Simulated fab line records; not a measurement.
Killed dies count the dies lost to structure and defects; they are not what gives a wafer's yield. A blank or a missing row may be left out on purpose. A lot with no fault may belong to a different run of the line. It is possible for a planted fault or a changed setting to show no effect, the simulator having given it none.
fab line records    flow sky130
[record] lots = 11  wafers = 33  last_day = 50
route steps=708 shown LOCAL_INTERCONNECT@402 VIA1@458 PAD_OPEN@708
lots with no fault: from the same line, run without faults
start_h: start of the lot's first displayed wafer, in hours after the record's first day    wait_h: hours since the lot's step before    " as in the row above    L1.1+2: one row covering several wafers at once    - no value, or no start given    * or withheld: withheld    < > ~ a bound
route shown NAME@n: a module of which the file shows steps, and the number in the route of the first    usual: mean and standard deviation over wafers with no fault    same: alike in all rows    chamber/n: place in a boat    sites: the reading at each site    _std_site: their standard deviation    _edge_site: inner sites' mean taken away from outer sites' mean    radius_mm: for every site, how far away it sits from the centre of the wafer    mask NAME#n: copy n    behind: the tool/chamber that last shaped the wafer    hold: why the lot was held/for how many hours/how that ended    device: which transistor (n, p or np) failed to switch    end of line: tests of these same wafers at the route's end    where a step has no rows: the recipe by itself    killed: the dies lost at the first sort to structure and to defects; this is not the yield of the wafer    map: shows each die of a wafer: x if killed, . if not, _ if none is there
set.NAME: the run value of the setting; set.NAME@STEP: its run value at that earlier step    model.NAME: the simulator's own value behind a step, which no gauge read
steps of the route over a sample of lots; a table a step, a row a wafer
services: a tool's chamber out of use, with start hour (start_h, from the record's first day; less than 0 if before it), hours out, and reason
[[steps]]
[step SKY_LOCAL_INTERCONNECT_STRIP_15]
[recipe] chemistry = O2/N2  power_w = 1400  pressure_mtorr = 1500  platen_temp_c = withheld  o2_flow_sccm = 3000  n2_flow_sccm = 300  overash_fraction = 0.5
[usual] drypump_motor_current_A = 5.9/0.31  o2_flow_sccm = 3000/8  oes_product_au = 0.427/0.0046  strip_time_to_endpoint_s = 4.716/0.02
lot.wafer  tool             chamber  start_h  wait_h  drypump_motor_current_A  o2_flow_sccm  oes_product_au  rf_hours_counter_h  strip_time_to_endpoint_s
L949.4     plasma_asher-01  1        706.44   0.1     5.9                      2996          0.425           -                   4.712
L949.5     "                0        "        "       5.6                      2983          0.429           -                   4.722
L949.6     "                1        "        "       5.9                      2995          0.423           -                   4.730
L950.4     plasma_asher-02  1        716.27   0.1     6.3                      3004          0.428           -                   4.700
L950.5     "                0        "        "       5.9                      2999          0.429           -                   4.684
L950.6     "                1        "        "       6.3                      2998          0.422           -                   4.703
L952.1     plasma_asher-03  0        732.17   0.0     6.1                      2994          0.434           30                  4.712
L952.3     "                0        "        "       6.1                      2993          0.426           -                   4.679
L952.4     "                1        "        "       5.4                      3008          0.429           -                   4.710
L951.1     plasma_asher-01  1        734.07   0.0     5.9                      2997          0.427           88                  4.715
L951.4     "                0        "        "       5.6                      3006          0.420           -                   4.714
L951.6     "                1        "        "       5.9                      2997          0.425           -                   4.740
L953.3     plasma_asher-03  1        745.44   0.1     5.4                      3001          0.426           -                   4.704
L953.4     "                0        "        "       6.1                      2996          0.417           -                   4.713
L953.6     "                0        "        "       6.1                      3004          0.431           -                   4.698
L956.3     plasma_asher-03  0        763.21   0.1     6.1                      2991          0.425           -                   4.679
L956.4     "                1        "        "       5.4                      2997          0.434           -                   4.677
L956.6     "                0        "        "       6.1                      2989          0.424           -                   4.686
L957.3     plasma_asher-02  0        783.99   0.1     5.8                      3004          0.427           -                   4.744
L957.4     "                1        "        "       6.3                      3000          0.434           -                   4.743
L957.6     "                0        "        "       5.8                      2984          0.431           -                   4.737
L967.1     plasma_asher-02  0        855.65   0.0     5.8                      3001          0.423           12                  4.755
L967.5     "                0        "        "       5.8                      3013          0.421           -                   4.717
L967.6     "                1        "        "       6.3                      2997          0.422           -                   4.709
L969.1     plasma_asher-02  0        862.66   0.0     5.8                      3007          0.417           12                  4.715
L969.2     "                1        "        "       6.3                      2999          0.427           12                  4.737
L969.5     "                1        "        "       6.3                      3001          0.419           -                   4.681
L970.1     plasma_asher-02  0        881.76   0.0     5.8                      3003          0.430           14                  4.726
L970.3     "                1        "        "       6.3                      2998          0.420           -                   4.733
L970.6     "                1        "        "       6.2                      2995          0.430           -                   4.721
L972.1     plasma_asher-03  1        897.13   0.1     5.4                      2994          0.427           46                  4.742
L972.2     "                0        "        "       6.1                      3014          0.430           46                  4.722
L972.4     "                1        "        "       5.4                      3011          0.427           -                   4.727
[step SKY_VIA1_HDPCVD_00]
[recipe] material = SiO2  target_thk_nm = 1030  sigma_open_frac = 0.3  time_s = 171.7  temp_c = 400  sih4_flow_sccm = 60  pressure_mtorr = 6
lot.wafer   tool       chamber  start_h  wait_h
L949.4+5+6  hdpcvd-02  1,0,2    765.66   0.1
L950.4+5+6  hdpcvd-01  1,0,2    774.18   0.1
L952.1+3+4  hdpcvd-02  2,0,1    791.57   0.0
L951.1+4+6  hdpcvd-01  1,1,0    792.57   0.0
L953.3+4+6  hdpcvd-02  2,2,0    803.27   0.0
L956.3+4+6  hdpcvd-02  2,2,1    820.82   0.0
L956.3+4+6  hdpcvd-02  2,2,1    821.10   0.2
L957.3+4+6  hdpcvd-02  0,1,0    840.81   0.0
L967.1+5+6  hdpcvd-01  1,1,2    911.50   0.0
L967.1+5+6  hdpcvd-01  1,1,2    911.78   0.2
L969.1+2+5  hdpcvd-01  2,0,0    917.71   0.0
L970.1+3+6  hdpcvd-01  2,1,2    936.57   0.0
L972.1+2+4  hdpcvd-02  0,2,0    952.55   0.0
[step SKY_VIA1_THK_MEAS_01]
[recipe] reads = SiO2_of_VIA1_HDPCVD_00
[usual] VIA1_HDPCVD_THK = 1036/9.7
lot.wafer  tool           chamber  start_h  wait_h  VIA1_HDPCVD_THK[nm]
L949.4     film_metro-03  -        765.75   0.0     1030
L949.5     "              -        "        "       1050
L949.6     "              -        "        "       1026
L950.4     film_metro-04  -        774.27   0.0     1028
L950.5     "              -        "        "       1029
L950.6     "              -        "        "       1024
L952.1     film_metro-03  -        791.68   0.1     1018
L952.3     "              -        "        "       1038
L952.4     "              -        "        "       1041
L951.1     film_metro-03  -        792.68   0.1     1039
L951.4     "              -        "        "       1046
L951.6     "              -        "        "       1058
L953.3     film_metro-03  -        803.40   0.1     1015
L953.4     "              -        "        "       1019
L953.6     "              -        "        "       1028
L956.3     film_metro-03  -        821.24   0.1     2042
L956.4     "              -        "        "       2051
L956.6     "              -        "        "       2075
L957.3     film_metro-03  -        840.95   0.1     1044
L957.4     "              -        "        "       1034
L957.6     "              -        "        "       1039
L967.1     film_metro-04  -        911.89   0.1     2095
L967.5     "              -        "        "       2084
L967.6     "              -        "        "       2078
L969.1     film_metro-03  -        917.82   0.1     1048
L969.2     "              -        "        "       1052
L969.5     "              -        "        "       1049
L970.1     film_metro-02  -        936.69   0.1     1036
L970.3     "              -        "        "       1046
L970.6     "              -        "        "       1047
L972.1     film_metro-04  -        952.67   0.1     1048
L972.2     "              -        "        "       1026
L972.4     "              -        "        "       1041
[step SKY_VIA1_CMP_02]
[recipe] material = SiO2  down_force_psi = 4  platen_rpm = 60  pad_velocity_m_s = 0.94248
[usual] motor_current_A = 11.8/1.3
lot.wafer  tool    chamber  start_h  wait_h  motor_current_A
L949.4     cmp-02  3        765.78   0.0     12.8
L949.5     "       3        "        "       12.7
L949.6     "       0        "        "       10.1
L950.4     cmp-01  2        774.35   0.1     10.3
L950.5     "       1        "        "       12.5
L950.6     "       2        "        "       10.1
L952.3     cmp-01  0        791.74   0.0     10.6
L952.1     "       2        "        "       9.7
L952.4     "       3        "        "       12.8
L951.1     cmp-02  2        792.74   0.1     14.3
L951.4     "       3        "        "       12.6
L951.6     "       3        "        "       12.8
L953.4     cmp-01  2        803.44   0.0     9.8
L953.3     "       1        "        "       12.5
L953.6     "       3        "        "       12.4
L956.4     cmp-01  2        821.28   0.0     10.2
L956.3     "       1        "        "       12.2
L956.6     "       3        "        "       13.6
L957.4     cmp-01  0        841.06   0.1     10.4
L957.3     "       2        "        "       10.0
L957.6     "       0        "        "       10.5
L967.1     cmp-02  2        912.05   0.1     13.8
L967.5     "       0        "        "       9.9
L967.6     "       1        "        "       12.1
L969.2     cmp-02  2        917.88   0.0     13.7
L969.1     "       0        "        "       10.5
L969.5     "       3        "        "       12.7
L970.1     cmp-02  1        936.75   0.1     12.3
L970.3     "       0        "        "       10.5
L970.6     "       1        "        "       12.0
L972.1     cmp-01  0        952.73   0.1     10.3
L972.4     "       1        "        "       12.7
L972.2     "       3        "        "       13.2
[step SKY_VIA1_STRIP_16]
[recipe] chemistry = O2/N2  power_w = 1400  pressure_mtorr = 1500  platen_temp_c = withheld  o2_flow_sccm = 3000  n2_flow_sccm = 300  overash_fraction = 0.5
[usual] drypump_motor_current_A = 5.87/0.24  o2_flow_sccm = 3002/8  oes_product_au = 0.416/0.0044  strip_time_to_endpoint_s = 4.458/0.023
lot.wafer  tool             chamber  start_h  wait_h  drypump_motor_current_A  o2_flow_sccm  oes_product_au  rf_hours_counter_h  strip_time_to_endpoint_s
L949.4     plasma_asher-02  1        793.02   0.1     6.28                     3005          0.418           -                   4.477
L949.5     "                0        "        "       5.86                     3010          0.414           -                   4.450
L949.6     "                1        "        "       6.27                     3000          0.419           -                   4.484
L950.4     plasma_asher-02  0        801.23   0.1     5.90                     3014          0.421           -                   4.495
L950.5     "                0        "        "       5.88                     3011          0.413           -                   4.483
L950.6     "                1        "        "       6.27                     3009          0.419           -                   4.445
L952.1     plasma_asher-01  0        819.30   0.0     5.60                     3026          0.413           96                  4.451
L952.3     "                1        "        "       5.85                     3011          0.422           -                   4.421
L952.4     "                0        "        "       5.61                     3019          0.417           -                   4.460
L951.1     plasma_asher-01  0        819.78   0.0     5.60                     3020          0.417           96                  4.441
L951.4     "                1        "        "       5.86                     2993          0.416           -                   4.470
L951.6     "                0        "        "       5.59                     3008          0.404           -                   4.455
L953.3     plasma_asher-02  0        830.56   0.1     5.91                     2994          0.415           -                   4.459
L953.4     "                1        "        "       6.25                     3001          0.418           -                   4.477
L953.6     "                0        "        "       5.91                     2993          0.420           -                   4.467
L956.3     plasma_asher-01  0        848.66   0.1     5.61                     2979          0.416           -                   4.428
L956.4     "                1        "        "       5.85                     3006          0.408           -                   4.416
L956.6     "                1        "        "       5.85                     3014          0.415           -                   4.456
L957.3     plasma_asher-02  1        868.03   0.1     6.29                     3002          0.419           -                   4.485
L957.4     "                0        "        "       5.84                     2999          0.414           -                   4.469
L957.6     "                1        "        "       6.31                     3003          0.415           -                   4.478
L967.1     plasma_asher-01  0        937.74   0.0     5.60                     3003          0.415           107                 4.469
L967.5     "                0        "        "       5.60                     2998          0.411           -                   4.434
L967.6     "                1        "        "       5.84                     3002          0.409           -                   4.450
L969.1     plasma_asher-01  1        943.90   0.0     5.84                     2994          0.410           107                 4.444
L969.2     "                0        "        "       5.58                     3008          0.412           107                 4.430
L969.5     "                0        "        "       5.59                     3012          0.420           -                   4.446
L970.1     plasma_asher-02  0        962.15   0.0     5.83                     2986          0.414           21                  4.489
L970.3     "                1        "        "       6.29                     3007          0.415           -                   4.490
L970.6     "                0        "        "       5.87                     2997          0.417           -                   4.462
L972.1     plasma_asher-01  1        977.50   0.0     5.84                     2997          0.409           110                 4.480
L972.2     "                0        "        "       5.60                     3011          0.414           110                 4.476
L972.4     "                0        "        "       5.60                     2999          0.417           -                   4.484
[step SKY_PAD_OPEN_PROBE_99]
[usual] defect_limited_yield = 82.8/2  killed_at_M0_to_M3 = 43/6.4  killed_at_M4_up = 3.1/2  killed_at_contacts = 24/5.2  killed_at_front_end = 15/4.3  killed_at_other = 0.2/0.48  killed_dies = 85/9.7  killed_open = 47/6.9  killed_short = 38/6.7  sort_bin_3_pad_short = 0.9/0.48  sort_bin_5_function = 10.3/1.6  sort_bin_6_memory = 6.1/0.97  sort_n_pass = 407/9.7  sort_yield_pct = 82.8/2
[same] gross_dies = 492  killed_at_back_side = 0  sort_bin_4_leakage[%] = 0  sort_bin_8_speed[%] = 0
lot.wafer  tool       chamber  start_h  wait_h  defect_limited_yield[%]  killed_at_M0_to_M3  killed_at_M4_up  killed_at_contacts  killed_at_front_end  killed_at_other  killed_dies  killed_open  killed_short  sort_bin_3_pad_short[%]  sort_bin_5_function[%]  sort_bin_6_memory[%]  sort_n_pass  sort_yield_pct[%]
L956.4     prober-01  -        1123.86  0.2     81.1                     47                  4                31                  11                   0                93           56           37            0.4                      11.2                    7.3                   399          81.1
L956.6     prober-01  -        1123.96  0.2     81.7                     43                  5                29                  13                   0                90           43           47            0.4                      11.2                    6.7                   402          81.7
L967.1     prober-02  -        1187.96  0.1     84.8                     41                  1                23                  10                   0                75           39           36            1.0                      8.7                     5.5                   417          84.8
L967.5     prober-02  -        1188.16  0.2     79.7                     59                  1                24                  15                   1                100          50           50            0.8                      13.2                    6.3                   392          79.7
L967.6     prober-02  -        1188.21  0.2     82.1                     44                  4                27                  13                   0                88           57           31            0.8                      11.8                    5.3                   404          82.1
// killed by level:class
L956.4 CONTACT:geometric_particle:open=14 VIA1:geometric_particle:open=13 VIA2:geometric_particle:open=9 VIA3:geometric_particle:open=8 VIA1:geometric_particle:short=7 LI_CONTACT:geometric_particle:open=7 CONTACT:geometric_particle:short=5 LOCAL_INTERCONNECT:geometric_particle:short=4
L956.6 CONTACT:geometric_particle:open=10 VIA2:geometric_particle:open=10 VIA1:geometric_particle:open=8 METAL2:geometric_particle:short=6 POLY_GATE:geometric_particle:short=5 LI_CONTACT:geometric_particle:open=5 CONTACT:geometric_particle:short=5 VIA3:geometric_particle:open=5
L967.1 VIA1:geometric_particle:open=11 VIA3:geometric_particle:open=8 CONTACT:geometric_particle:open=7 VIA1:geometric_particle:short=6 FIELD_ISO:geometric_particle:short=5 METAL1:geometric_particle:short=5 LI_CONTACT:geometric_particle:open=5 METAL2:geometric_particle:short=4
L967.5 VIA1:geometric_particle:open=16 METAL2:geometric_particle:short=13 LOCAL_INTERCONNECT:geometric_particle:short=9 VIA1:geometric_particle:short=7 VIA2:geometric_particle:open=7 FIELD_ISO:geometric_particle:short=5 CONTACT:geometric_particle:open=5 CONTACT:geometric_particle:short=4
L967.6 VIA1:geometric_particle:open=16 CONTACT:geometric_particle:open=11 LI_CONTACT:geometric_particle:open=7 VIA2:geometric_particle:open=7 VIA1:geometric_particle:short=6 VIA3:geometric_particle:short=5 POLY_GATE:geometric_particle:open=4 FIELD_ISO:geometric_particle:short=3
[[services]]
tool             chamber  start_h  hours  kind
cmp-02           -        723.92   0.7    repair
plasma_asher-02  -        730.24   5.4    repair
cmp-02           -        731.34   12.4   pm
plasma_asher-02  -        735.64   9.0    pm
cmp-01           -        744.29   4.0    pm
cmp-01           -        752.86   0.4    repair
plasma_asher-03  -        770.87   0.3    repair
cmp-02           -        783.91   3.3    pm
plasma_asher-03  -        786.91   4.0    pm
plasma_asher-01  -        810.23   2.2    repair
hdpcvd-01        2        810.36   2.0    repair
plasma_asher-02  -        817.25   2.8    pm
cmp-02           -        831.39   3.8    repair
cmp-02           -        837.04   22.1   repair
plasma_asher-03  -        845.12   4.8    repair
plasma_asher-01  -        851.62   15.6   pm
hdpcvd-01        0        861.61   3.8    repair
hdpcvd-01        -        883.98   14.6   pm
plasma_asher-02  -        894.69   10.6   repair
cmp-01           -        901.02   0.4    repair
cmp-01           -        911.82   1.1    repair
cmp-02           -        912.41   4.0    pm
cmp-01           -        916.41   6.4    pm
hdpcvd-01        -        950.25   15.0   pm
[[key]]
[first_sign] step = SKY_VIA1_HDPCVD_00  reading = visit  direction = added
[effect] step = SKY_VIA1_THK_MEAS_01  reading = VIA1_HDPCVD_THK  direction = up  sigmas = 99+  usual = 1036  struck = 2071
met_at SKY_VIA1_HDPCVD_00
struck_lots L956,L967
not_acting_at SKY_LOCAL_INTERCONNECT_STRIP_15,SKY_VIA1_CMP_02,SKY_VIA1_STRIP_16
[fault] kind = repeated_step_whole  tool = hdpcvd-01,hdpcvd-02  chamber = -  onset_h = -  steps = SKY_VIA1_HDPCVD_00  times = 1  scope = struck_lots_only
